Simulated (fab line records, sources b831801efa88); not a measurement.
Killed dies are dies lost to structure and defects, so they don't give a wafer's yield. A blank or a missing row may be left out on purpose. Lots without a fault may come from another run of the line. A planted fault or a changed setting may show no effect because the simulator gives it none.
One fault seen from 2 desks | flow gf180mcu | each desk has only its own numbers; what lay behind them comes last

THE METROLOGY DESK
What the gauges read, lot by lot, whatever tool the lot ran on: means of the sampled wafers that have a number. A lot is out of limits, marked OUT, if its mean lies more than 4 standard deviations from the usual mean; the brackets give that distance. Of its 9 readings 7 are shown: those that lie furthest out on some lot.
Columns: A = M1_OVL at GF_M1_OVL_MEAS_15, usual -4 nm; B = V1_CVD_00_THK at GF_V1_THK_MEAS_01, usual 616 nm; C = V1_CVD_02_THK at GF_V1_THK_MEAS_03, usual 849 nm; D = V1_BOW at GF_V1_BOW_MEAS_05, usual 84 um; E = cd_nm at GF_V1_CD_MEAS_14, usual 259.7 nm; F = V1_OVL at GF_V1_OVL_MEAS_15, usual 0 nm; G = V1_W_THK at GF_V1_THK_MEAS_25, usual 351 nm
lot  | first seen here | A   | B   | C   | D  | E     | F  | G
L722 | day 19 08:34    | -11 | 615 | 845 | 85 | 258.6 | -7 | 350
L723 | day 19 11:59    | -10 | 618 | 871 | 71 | 258.3 | -4 | 356
L731 | day 22 17:36    | 0   | 603 | 843 | 96 | 259.8 | -3 | 346
L732 | day 23 03:14    | -4  | 616 | 838 | 90 | 258.7 | -5 | 351
L733 | day 23 07:08    | -5  | 617 | 851 | 80 | 261.7 | -0 | 338
L739 | day 25 11:36    | -5  | 611 | 845 | 87 | 258.8 | -5 | 351
This desk's finding: nothing out of limits on any of the 6 lots.

THE TOOL OWNER'S DESK: cmp-01
The tool's own readings at GF_V1_CMP_04 (polishes SiO2): means of the sampled wafers that have a number, for each lot that ran on this tool. A lot is out of limits, marked OUT, if its mean lies more than 4 standard deviations from the usual mean; the brackets give that distance.
Columns: A = motor_current_A at GF_V1_CMP_04, usual 11.6 A; B = retaining_ring_pressure_frac at GF_V1_CMP_04, usual 1.000; C = slurry_filter_dp_kPa at GF_V1_CMP_04, usual 13.52 kPa; D = time_to_endpoint_s at GF_V1_CMP_04, usual 81 s
lot  | first seen here | A    | B     | C     | D
L722 | day 19 09:45    | 11.7 | 1.000 | 13.58 | 78
L732 | day 23 04:19    | 11.8 | 0.999 | 13.34 | 94
L733 | day 23 08:16    | 12.8 | 0.997 | 13.59 | 101 (+4.6) OUT
This desk's finding: out of limits on L733; first on L733, day 23 08:16 (time_to_endpoint_s at GF_V1_CMP_04). In limits: L722, L732.

PUT TOGETHER
The tool owner's desk could have raised an alarm at day 23 08:16, on L733.
The metrology desk saw nothing out of limits.
The metrology desk has L733 on record, within its limits.
Of the lots named, all ran GF_V1_CMP_04 on cmp-01.

WHAT THE SIMULATOR HAD PUT IN
Process parameter drift: cmp-01, from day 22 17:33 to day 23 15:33, at GF_V1_CMP_04. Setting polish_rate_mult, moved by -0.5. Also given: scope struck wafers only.
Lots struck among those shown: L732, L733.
Hours from the fault's start to each desk's first reading out of limits: the tool owner's desk, 15.
